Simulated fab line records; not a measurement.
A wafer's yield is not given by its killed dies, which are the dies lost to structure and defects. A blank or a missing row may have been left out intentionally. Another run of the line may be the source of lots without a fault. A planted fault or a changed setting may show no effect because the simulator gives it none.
Code-filled problem report in 8D (eight disciplines) form | flow gf180mcu | the parts of the form that need people (team, actions taken, sign-off) are left out

## 1. THE PROBLEM
runLengthS at GF_M2_METAL_ETCH_16 reads a mean of 159.6 s on 3 wafers of 3 lots; wafers without a fault read 153.3 s with a standard deviation of 0.32. That puts it +20 standard deviations away from the usual mean.
The step: etches the open film in Cl2/BCl3, stops on SiO2, target depth 750.8 nm, time 125.1 s.
First observed at day 21 06:29: wafer L544.6, on rieMetal-04. The record holds 37 wafers of 13 lots with a number at this step. Rule for "out", or "out of limits": more than 4 standard deviations from the usual mean. The other wafers with a number count as sound.

## 2. WHAT IT IS; WHAT IT IS NOT
question                    | is                     | is not
which readings at this step | runLengthS             | drypumpMotorCurrentA, heBacksideLeakSccm
which lots                  | L544, L546, L547       | L536, L538, L541, L551, L553, L554, L555, L556, L558, L559
which wafers of those lots  | L544.6, L546.6, L547.6 | L544.2, L546.2, L547.1, L547.4
read on which tools         | rieMetal-04            | rieMetal-02, rieMetal-03
when                        | from day 21 06:29      | up to then (10 sound wafers); but 24 sound wafers of L546, L547, L551, L553, L554, L555, L556, L558, L559 came after

## 3. THE SUSPECTS, EACH WITH WHAT RULES IT OUT
Counting: any tool at a process step up to the reading remains a suspect provided it ran every lot that is out. Sound lots after the first of them don't rule it out here, since some wafers of a struck lot are sound.
- rieMetal-04 at GF_M2_METAL_ETCH_16 (etches the open film in Cl2/BCl3, stops on SiO2, target depth 750.8 nm, time 125.1 s): kept. Ran every lot that is out, first one L544 (day 21 06:29); last sound lot up to then L541 (day 20 10:05). On those wafers its own readings are out: runLengthS.
After counting, what remains is rieMetal-04 at GF_M2_METAL_ETCH_16.

## 4. THE CAUSE (what the simulator had put in)
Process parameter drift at GF_M2_METAL_ETCH_16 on rieMetal-04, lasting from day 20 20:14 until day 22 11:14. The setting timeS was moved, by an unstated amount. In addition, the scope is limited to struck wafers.
Only this tool survived the counting.

## 5. SEQUENCE OF EFFECTS, ordered by route
Rows list readings where the struck wafers' mean (over those with a number) sits beyond 3 standard deviations from the usual. Readings are gone through only where the record gives a usual standard deviation; hours: the median, over the lots, of the time from a lot's start at the first step in this table giving one to that lot's start at this step; sigmas: the change measured in usual standard deviations.
hours | step                | reading      | usual      | on struck wafers | change | sigmas
0     | GF_M2_METAL_ETCH_16 | oesProductAu | 0.989 a.u. | 0.964            | -0.025 | -3.4
0     | GF_M2_METAL_ETCH_16 | runLengthS   | 153.3 s    | 159.6            | +6.3   | +20
Here are the process steps it includes:
- GF_M2_METAL_ETCH_16: etches the open film in Cl2/BCl3, stops on SiO2, target depth 750.8 nm, time 125.1 s.

## 6. WHAT WOULD HAVE CAUGHT IT SOONER
10 hours passed between the start of the fault at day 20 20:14 and the first reading out of limits in this record, taken at day 21 06:29.
